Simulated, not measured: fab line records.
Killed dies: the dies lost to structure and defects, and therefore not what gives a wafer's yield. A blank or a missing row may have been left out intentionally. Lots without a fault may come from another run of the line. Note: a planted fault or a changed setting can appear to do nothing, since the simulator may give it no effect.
Problem report, 8D (eight disciplines) form, completed by code || flow sky130 || the parts of the form that need people (team, actions taken, sign-off) are left out

== 1. THE ISSUE ==
Mean of rf_fwd_power_W at SKY_FIELD_ISO_ETCH_17: 500.3 W across 6 wafers in 2 lots; on wafers with no fault it is 596.0 W (standard deviation 1.9). That puts it -50 standard deviations away from the usual mean.
The step: etches Si in HBr/Cl2/O2, target depth 342 nm, time 97.7 s.
First observed at day 3 02:41: wafer L832.1, on rie_si-01. Wafers with a number at this step in the record: 39, from 13 lots. By rule, "out" or "out of limits" means more than 4 standard deviations away from the usual mean. All remaining wafers that have a number are taken as sound.

== 2. WHAT THIS IS AND IS NOT ==
{"question": "which readings at this step", "is": "rf_fwd_power_W, oes_product_au", "is not": "HBr_flow_sccm, chamber_pressure_mTorr, drypump_motor_current_A"}
{"question": "which lots", "is": "L832, L835", "is not": "L828, L829, L830, L843, L845, L846, L847, L848, L849, L850, L851"}
{"question": "which wafers of those lots", "is": "all that have a number", "is not": "-"}
{"question": "read on which tools", "is": "rie_si-01", "is not": "rie_si-02"}
{"question": "when", "is": "from day 3 02:41", "is not": "up to then (9 sound wafers); but 24 sound wafers of L843, L845, L846, L847, L848, L849, L850, L851 came after"}

== 3. WHAT RULES OUT EACH SUSPECT ==
Counting: a tool stays on the suspect list if, at a process step up to the reading, it processed all lots that are out and no sound lot following the first of them.
- rie_si-01 at SKY_FIELD_ISO_ETCH_17 (etches Si in HBr/Cl2/O2, target depth 342 nm, time 97.7 s): ruled out as a lasting fault. Following L832 (day 3 02:41), the first lot on it that is out, the sound lots L845, L846, L849, L851 were run on it.
Left after counting: nothing in the record.

== 4. THE CAUSE (what the simulator had put in) ==
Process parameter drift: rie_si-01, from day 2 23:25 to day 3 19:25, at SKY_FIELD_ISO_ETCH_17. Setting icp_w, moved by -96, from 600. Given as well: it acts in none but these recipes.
Counting ruled it out, wrongly.

== 5. SEQUENCE OF EFFECTS, ordered by route ==
Each row: a reading where the mean over the struck wafers with a number is more than 3 standard deviations away from the usual. Readings are gone through only where the record gives a usual standard deviation; hours: the median, over the lots, of the time from a lot's start at the first step in this table giving one to that lot's start at this step; sigmas: the change measured in usual standard deviations.
{"hours": 0, "step": "SKY_FIELD_ISO_ETCH_17", "reading": "oes_product_au", "usual": "1.003 a.u.", "on struck wafers": 0.948, "change": -0.055, "sigmas": -6.5}
{"hours": 0, "step": "SKY_FIELD_ISO_ETCH_17", "reading": "rf_fwd_power_W", "usual": "596.0 W", "on struck wafers": 500.3, "change": -95.7, "sigmas": -50}
{"hours": 0, "step": "SKY_FIELD_ISO_ETCH_17", "reading": "throttle_valve_pct", "usual": "25.654 %", "on struck wafers": 25.685, "change": "+0.031", "sigmas": "+3.4"}
Process steps it contains:
- SKY_FIELD_ISO_ETCH_17: etches Si in HBr/Cl2/O2, target depth 342 nm, time 97.7 s.
At these later measuring or inspecting steps, every struck wafer for which the step has a row has a number for every such reading, and none has moved that far: SKY_FIELD_ISO_THK_MEAS_23, SKY_DNWELL_TW_MEAS_09.

== 6. HOW IT WOULD HAVE BEEN CAUGHT EARLIER ==
In this record the first reading out of limits was taken at day 3 02:41, 3 hours after the fault began at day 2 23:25.
